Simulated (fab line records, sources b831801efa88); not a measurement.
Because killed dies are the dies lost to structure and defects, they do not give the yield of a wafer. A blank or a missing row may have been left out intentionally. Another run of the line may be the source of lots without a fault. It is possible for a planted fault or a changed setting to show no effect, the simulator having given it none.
What tool caused it?	flow sky130	33 wafers from 11 lots sampled at 6 of the route's 708 steps

WHAT THE GAUGES SHOWED, per wafer
SKY_FIELD_ISO_CD_MEAS_13: target cd 150 nm. Usual: cd-nm reads 149.6 nm (standard deviation 1.4).
lot	measured	on	cd-nm (nm)	flag
L865	day 2 10:53	cd-sem-01	148.7 149.6 147.7	
L866	day 2 10:55	cd-sem-02	152.0 150.9 151.3	
L867	day 2 19:01	cd-sem-02	148.6 147.9 149.6	
L868	day 3 01:44	cd-sem-02	148.2 147.3 147.4	
L869	day 3 02:16	cd-sem-01	148.2 150.0 149.5	
L871	day 3 12:31	cd-sem-01	149.6 151.0 151.5	
L876	day 4 14:44	cd-sem-01	151.1 150.5 151.0	
L879	day 5 06:50	cd-sem-01	149.7 149.4 149.4	
L880	day 5 14:58	cd-sem-02	148.3 147.6 147.7	
L881	day 5 17:26	cd-sem-02	150.1 147.9 148.6	
L883	day 6 03:32	cd-sem-02	149.4 149.3 148.8	

SKY_FIELD_ISO_THK_MEAS_25. Usual: FIELD_ISO_CVD_24_THK 594 nm, standard deviation 7.1.
lot	measured	on	FIELD_ISO_CVD_24_THK (nm)	flag
L865	day 2 17:03	film-metro-03	593 601 600	
L866	day 2 17:01	film-metro-01	596 582 583	
L867	day 2 21:12	film-metro-03	597 600 592	
L868	day 3 03:55	film-metro-02	602 602 600	
L869	day 3 04:56	film-metro-02	592 589 601	
L871	day 3 15:28	film-metro-02	593 596 594	
L876	day 4 17:13	film-metro-02	410 396 405	OFF
L879	day 5 08:52	film-metro-02	406 413 408	OFF
L880	day 5 18:42	film-metro-03	581 584 583	
L881	day 5 22:44	film-metro-01	595 590 589	
L883	day 6 07:35	film-metro-03	598 591 599	

SKY_PWDE_TW_MEAS_10. Usual: PWDE_TW 374, standard deviation 4.7.
lot	measured	on	PWDE_TW	flag
L865	day 4 11:06	film-metro-03	378 376 377	
L866	day 4 11:26	film-metro-04	374 376 375	
L867	day 4 12:11	film-metro-04	376 375 376	
L868	day 4 17:57	film-metro-04	377 377 375	
L869	day 4 19:33	film-metro-04	376 376 376	
L871	day 5 09:37	film-metro-01	365 366 366	
L876	day 6 11:35	film-metro-03	375 375	
L879	day 7 05:56	film-metro-04	378 377 378	
L880	day 7 21:06	film-metro-04	379 378 380	
L881	day 7 23:56	film-metro-04	379 379 379	
L883	day 8 05:59	film-metro-01	368 369 370	

TOOL THAT RAN EACH LOT (tool first, then ch and the chambers of the sampled wafers, then the start)
lot	SKY_FIELD_ISO_ETCH_15	SKY_FIELD_ISO_CVD_24	SKY_FIELD_ISO_CMP_27
L865	rie-diel-03 ch 1,2, day 2 11:02	hdpcvd-02 ch 0,1, day 2 16:58	cmp-01 ch 1,2,3, day 2 19:54
L866	rie-diel-04 ch 1,2,3, day 2 11:05	hdpcvd-01 ch 0,1,2, day 2 16:56	cmp-02 ch 0,1,3, day 2 19:57
L867	rie-diel-03 ch 0,2,3, day 2 19:11	hdpcvd-02 ch 0,1,2, day 2 21:08	cmp-01 ch 1,2,3, day 3 00:14
L868	rie-diel-04 ch 2,3, day 3 01:53	hdpcvd-02 ch 1,2, day 3 03:51	cmp-01 ch 0,1, day 3 05:29
L869	rie-diel-02 ch 0,1,2, day 3 02:26	hdpcvd-02 ch 0,1,2, day 3 04:52	cmp-02 ch 0,1,3, day 3 06:30
L871	rie-diel-02 ch 0,1, day 3 12:39	hdpcvd-02 ch 1,2, day 3 15:23	cmp-02 ch 1,2,3, day 3 19:32
L876	rie-diel-03 ch 1,2, day 4 14:54	hdpcvd-01 ch 0,1,2, day 4 17:08	cmp-01 ch 0,1,2, day 4 18:55
L879	rie-diel-02 ch 1,2,3, day 5 07:00	hdpcvd-01 ch 0,1, day 5 08:46	cmp-02 ch 1,2, day 5 11:32
L880	rie-diel-03 ch 2,3, day 5 15:05	hdpcvd-02 ch 0,1, day 5 18:36	cmp-01 ch 1,2,3, day 6 00:12
L881	rie-diel-02 ch 0,1,3, day 5 17:35	hdpcvd-02 ch 0,1, day 5 22:40	cmp-01 ch 0,1, day 6 02:51
L883	rie-diel-04 ch 2,3, day 6 03:42	hdpcvd-02 ch 0,1,2, day 6 07:31	cmp-01 ch 0,1, day 6 10:18
- SKY_FIELD_ISO_ETCH_15: etches the open film in CHF3/O2, stops on Si, target depth 180 nm, time 72 s.
- SKY_FIELD_ISO_CVD_24: deposits SiO2, target thk 595 nm, time 99.2 s.
- SKY_FIELD_ISO_CMP_27: polishes, stops on Si3N4, t overpolish 16 s, target thk 457.8 nm.

WHAT THE TOOLS THEMSELVES READ (means of the sampled wafers that have a number; where no wafer has one, the mark that the record gives instead)
SKY_FIELD_ISO_ETCH_15. Usual: chf3-flow-sccm 49.98 sccm, standard deviation 0.15; drypump-motor-current-A 5.6 A, standard deviation 0.41; oes-product-au 0.944 a.u., standard deviation 0.0072; throttle-valve-pct 8.844 %, standard deviation 0.0089.
lot	tool	chf3-flow-sccm (sccm)	drypump-motor-current-A (A)	oes-product-au (a.u.)	throttle-valve-pct (%)	flag
L865	rie-diel-03	50.12	6.1	0.952	8.851	
L866	rie-diel-04	50.03	5.7	0.945	8.845	
L867	rie-diel-03	49.97	6.0	0.947	8.833	
L868	rie-diel-04	49.73	5.9	0.948	8.828	
L869	rie-diel-02	50.02	5.2	0.954	8.845	
L871	rie-diel-02	50.07	5.4	0.943	8.843	
L876	rie-diel-03	49.93	5.8	0.948	8.842	
L879	rie-diel-02	49.91	5.4	0.950	8.843	
L880	rie-diel-03	50.07	6.2	0.945	8.852	
L881	rie-diel-02	49.93	5.5	0.943	8.838	
L883	rie-diel-04	50.17	5.9	0.953	8.835	

SKY_FIELD_ISO_CVD_24. Usual: susceptor-temp-C reads 650.0 C (standard deviation 0.32).
lot	tool	susceptor-temp-C (C)	flag
L865	hdpcvd-02	650.2	
L866	hdpcvd-01	650.1	
L867	hdpcvd-02	650.0	
L868	hdpcvd-02	650.2	
L869	hdpcvd-02	650.1	
L871	hdpcvd-02	649.6	
L876	hdpcvd-01	650.5	
L879	hdpcvd-01	650.1	
L880	hdpcvd-02	649.7	
L881	hdpcvd-02	649.9	
L883	hdpcvd-02	649.8	

SKY_FIELD_ISO_CMP_27. Usual: motor-current-A 13.0 A, standard deviation 1.6; time-to-endpoint-s 113 s, standard deviation 3.9.
lot	tool	motor-current-A (A)	time-to-endpoint-s (s)	flag
L865	cmp-01	13.9	115	
L866	cmp-02	11.8	114	
L867	cmp-01	13.9	111	
L868	cmp-01	13.3	118	
L869	cmp-02	11.6	114	
L871	cmp-02	12.4	114	
L876	cmp-01	13.2	75	OFF
L879	cmp-02	13.5	74	OFF
L880	cmp-01	14.1	107	
L881	cmp-01	13.2	113	
L883	cmp-01	12.9	121	

THE ANSWER, worked out from the rows above alone
Rule: lot off if the mean of its wafers having a number is beyond 3 standard deviations from the usual mean. Also off: a lot with no number at a reading for which 4 or more lots have one. Where the step has rows for the other lots, those lots are counted as sound. First the gauges in route order, then the tools' own readings, where a lot's mean is used as printed above. At the first step where some lot is off, the reading lying furthest off is the one used; lots without a number count as furthest.
Off: L876, L879, at SKY_FIELD_ISO_THK_MEAS_25 (FIELD_ISO_CVD_24_THK).
A tool fits if, at a process step before that reading, it ran every lot that is off, and no sound lot after the first of them. The gauges at SKY_FIELD_ISO_THK_MEAS_25 aren't tried: what is off there is off at SKY_FIELD_ISO_CMP_27 too, on other tools, and a gauge's error can't cause that. One fits: SKY_FIELD_ISO_CVD_24 on hdpcvd-01. Its last sound lot is L866 (day 2 16:56), its first lot that is off L876 (day 4 17:08): a fault that began between those two fits.

WHAT THE SIMULATOR HAD INSERTED
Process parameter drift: hdpcvd-01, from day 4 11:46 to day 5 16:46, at SKY_FIELD_ISO_CVD_24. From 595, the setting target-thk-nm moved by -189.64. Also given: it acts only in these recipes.
Struck lots among those shown: L876, L879. The rule given above showed the same thing.
